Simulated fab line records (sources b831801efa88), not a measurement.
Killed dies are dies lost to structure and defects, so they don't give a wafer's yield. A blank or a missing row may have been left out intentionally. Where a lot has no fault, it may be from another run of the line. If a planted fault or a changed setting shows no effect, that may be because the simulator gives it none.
Which of the tools did it? / flow gf180mcu / 13 lots with 39 wafers sampled at 4 steps, on a route of 602 steps

## WHAT EACH GAUGE READ, for each wafer
GF_PASSIVATION_THK_MEAS_01.
lot=L183; measured=day 28 22:55; on=film_metro-02; PASSIVATION_CVD_00_THK (nm)=1004 979 999
lot=L184; measured=day 29 04:53; on=film_metro-01; PASSIVATION_CVD_00_THK (nm)=976 1009 996
lot=L185; measured=day 29 16:50; on=film_metro-01; PASSIVATION_CVD_00_THK (nm)=1001 991 1016
lot=L186; measured=day 29 23:25; on=film_metro-01; PASSIVATION_CVD_00_THK (nm)=978 990 1002
lot=L190; measured=day 31 07:16; on=film_metro-01; PASSIVATION_CVD_00_THK (nm)=985 968 1012
lot=L189; measured=day 31 08:23; on=film_metro-03; PASSIVATION_CVD_00_THK (nm)=996 986 1010
lot=L191; measured=day 31 12:37; on=film_metro-02; PASSIVATION_CVD_00_THK (nm)=992 994 1010
lot=L192; measured=day 31 19:37; on=film_metro-03; PASSIVATION_CVD_00_THK (nm)=986 1003 1007
lot=L194; measured=day 31 23:20; on=film_metro-03; PASSIVATION_CVD_00_THK (nm)=975 1003 995
lot=L195; measured=day 32 10:35; on=film_metro-02; PASSIVATION_CVD_00_THK (nm)=975 1015 994
lot=L198; measured=day 33 05:29; on=film_metro-03; PASSIVATION_CVD_00_THK (nm)=1021 1002 1006
lot=L200; measured=day 33 11:19; on=film_metro-02; PASSIVATION_CVD_00_THK (nm)=979 988 991
lot=L204; measured=day 34 13:31; on=film_metro-03; PASSIVATION_CVD_00_THK (nm)=953 977 999

## WHAT TOOL EACH LOT RAN ON (gives the tool, then ch and the chambers of the sampled wafers, and finally the start)
lot=L183; GF_M2_SPUTTER_01=pvd_sputter-01, day 19 00:10; GF_MIM_SPUTTER_01=pvd_sputter-04, day 25 07:05; GF_MIM_SPUTTER_02=pvd_sputter-04, day 25 07:07
lot=L184; GF_M2_SPUTTER_01=pvd_sputter-04, day 19 07:29; GF_MIM_SPUTTER_01=pvd_sputter-02, day 25 13:11; GF_MIM_SPUTTER_02=pvd_sputter-02, day 25 13:13
lot=L185; GF_M2_SPUTTER_01=pvd_sputter-03, day 19 23:55; GF_MIM_SPUTTER_01=pvd_sputter-02, day 26 03:44; GF_MIM_SPUTTER_02=pvd_sputter-02, day 26 03:46
lot=L186; GF_M2_SPUTTER_01=pvd_sputter-03, day 20 06:41; GF_MIM_SPUTTER_01=pvd_sputter-02, day 26 10:05; GF_MIM_SPUTTER_02=pvd_sputter-02, day 26 10:07
lot=L190; GF_M2_SPUTTER_01=pvd_sputter-04, day 22 02:28; GF_MIM_SPUTTER_01=pvd_sputter-01, day 27 22:32; GF_MIM_SPUTTER_02=pvd_sputter-01, day 27 22:34
lot=L189; GF_M2_SPUTTER_01=pvd_sputter-03, day 22 02:29; GF_MIM_SPUTTER_01=pvd_sputter-02, day 28 00:04; GF_MIM_SPUTTER_02=pvd_sputter-02, day 28 00:06
lot=L191; GF_M2_SPUTTER_01=pvd_sputter-04, day 22 06:08; GF_MIM_SPUTTER_01=pvd_sputter-02, day 28 03:52; GF_MIM_SPUTTER_02=pvd_sputter-02, day 28 03:54
lot=L192; GF_M2_SPUTTER_01=pvd_sputter-01, day 22 15:56; GF_MIM_SPUTTER_01=pvd_sputter-04, day 28 12:11; GF_MIM_SPUTTER_02=pvd_sputter-04, day 28 12:13
lot=L194; GF_M2_SPUTTER_01=pvd_sputter-04, day 22 23:35; GF_MIM_SPUTTER_01=pvd_sputter-02, day 28 17:28; GF_MIM_SPUTTER_02=pvd_sputter-02, day 28 17:30
lot=L195; GF_M2_SPUTTER_01=pvd_sputter-04, day 23 11:22; GF_MIM_SPUTTER_01=pvd_sputter-04, day 29 04:26; GF_MIM_SPUTTER_02=pvd_sputter-04, day 29 04:28
lot=L198; GF_M2_SPUTTER_01=pvd_sputter-04, day 24 10:56; GF_MIM_SPUTTER_01=pvd_sputter-01, day 30 00:50; GF_MIM_SPUTTER_02=pvd_sputter-01, day 30 00:52
lot=L200; GF_M2_SPUTTER_01=pvd_sputter-04, day 24 22:47; GF_MIM_SPUTTER_01=pvd_sputter-01, day 30 09:29; GF_MIM_SPUTTER_02=pvd_sputter-01, day 30 09:31
lot=L204; GF_M2_SPUTTER_01=pvd_sputter-01, day 26 08:28; GF_MIM_SPUTTER_01=pvd_sputter-02, day 31 14:59; GF_MIM_SPUTTER_02=pvd_sputter-02, day 31 15:01
- GF_M2_SPUTTER_01: material TiN, target thk 30 nm, time 25 s.
- GF_MIM_SPUTTER_01: material TiN, target thk 30 nm, time 25 s.
- GF_MIM_SPUTTER_02: material AlCu, target thk 450 nm, time 23.9 s.

## WHAT THE TOOLS THEMSELVES READ (means of the sampled wafers that have a number; where no wafer has one, the mark that the record gives instead)
GF_M2_SPUTTER_01.
lot=L183; tool=pvd_sputter-01; throttle_valve_pct (%)=29.4
lot=L184; tool=pvd_sputter-04; throttle_valve_pct (%)=30.4
lot=L185; tool=pvd_sputter-03; throttle_valve_pct (%)=30.0
lot=L186; tool=pvd_sputter-03; throttle_valve_pct (%)=31.7
lot=L190; tool=pvd_sputter-04; throttle_valve_pct (%)=29.7
lot=L189; tool=pvd_sputter-03; throttle_valve_pct (%)=30.8
lot=L191; tool=pvd_sputter-04; throttle_valve_pct (%)=29.7
lot=L192; tool=pvd_sputter-01; throttle_valve_pct (%)=30.7
lot=L194; tool=pvd_sputter-04; throttle_valve_pct (%)=30.2
lot=L195; tool=pvd_sputter-04; throttle_valve_pct (%)=29.3
lot=L198; tool=pvd_sputter-04; throttle_valve_pct (%)=30.2
lot=L200; tool=pvd_sputter-04; throttle_valve_pct (%)=30.2
lot=L204; tool=pvd_sputter-01; throttle_valve_pct (%)=30.4

GF_MIM_SPUTTER_01.
lot=L183; tool=pvd_sputter-04; throttle_valve_pct (%)=29.2
lot=L184; tool=pvd_sputter-02; throttle_valve_pct (%)=29.2
lot=L185; tool=pvd_sputter-02; throttle_valve_pct (%)=30.0
lot=L186; tool=pvd_sputter-02; throttle_valve_pct (%)=30.0
lot=L190; tool=pvd_sputter-01; throttle_valve_pct (%)=31.3
lot=L189; tool=pvd_sputter-02; throttle_valve_pct (%)=29.4
lot=L191; tool=pvd_sputter-02; throttle_valve_pct (%)=29.2
lot=L192; tool=pvd_sputter-04; throttle_valve_pct (%)=29.0
lot=L194; tool=pvd_sputter-02; throttle_valve_pct (%)=29.1
lot=L195; tool=pvd_sputter-04; throttle_valve_pct (%)=30.4
lot=L198; tool=pvd_sputter-01; throttle_valve_pct (%)=30.0
lot=L200; tool=pvd_sputter-01; throttle_valve_pct (%)=31.1
lot=L204; tool=pvd_sputter-02; throttle_valve_pct (%)=29.1

GF_MIM_SPUTTER_02.
lot=L183; tool=pvd_sputter-04; throttle_valve_pct (%)=29.2
lot=L184; tool=pvd_sputter-02; throttle_valve_pct (%)=29.3
lot=L185; tool=pvd_sputter-02; throttle_valve_pct (%)=30.0
lot=L186; tool=pvd_sputter-02; throttle_valve_pct (%)=30.2
lot=L190; tool=pvd_sputter-01; throttle_valve_pct (%)=31.4
lot=L189; tool=pvd_sputter-02; throttle_valve_pct (%)=29.4
lot=L191; tool=pvd_sputter-02; throttle_valve_pct (%)=29.0
lot=L192; tool=pvd_sputter-04; throttle_valve_pct (%)=28.9
lot=L194; tool=pvd_sputter-02; throttle_valve_pct (%)=29.2
lot=L195; tool=pvd_sputter-04; throttle_valve_pct (%)=30.3
lot=L198; tool=pvd_sputter-01; throttle_valve_pct (%)=30.0
lot=L200; tool=pvd_sputter-01; throttle_valve_pct (%)=31.0
lot=L204; tool=pvd_sputter-02; throttle_valve_pct (%)=29.2

## THE ANSWER, worked out from the rows above alone
Rule: the usual values come from the lots themselves. Put in order of their means at a reading, lots are off if they are a third of the lots or fewer, leave a main group of 4 or more, and stand apart from it by a gap of 3 or more times the standard deviation of the main group's means; of several such gaps the widest counts. The tables above print the reading to a certain number of digits; a main group whose means all agree to those digits is not used. A lot without any number at a reading at which 4 lots or more have one is off too. Where the step has rows for the other lots, those lots are counted as sound. The gauges are gone through in route order, then the tools' own readings, and for those a lot's mean is taken as printed above. The first step at which some lot is off is used, and at that step the reading that is off furthest; a lot without a number counts as furthest.
Across all readings shown, no lot is off: no conclusion can be drawn from this.

## WHAT THE SIMULATOR HAD INSERTED
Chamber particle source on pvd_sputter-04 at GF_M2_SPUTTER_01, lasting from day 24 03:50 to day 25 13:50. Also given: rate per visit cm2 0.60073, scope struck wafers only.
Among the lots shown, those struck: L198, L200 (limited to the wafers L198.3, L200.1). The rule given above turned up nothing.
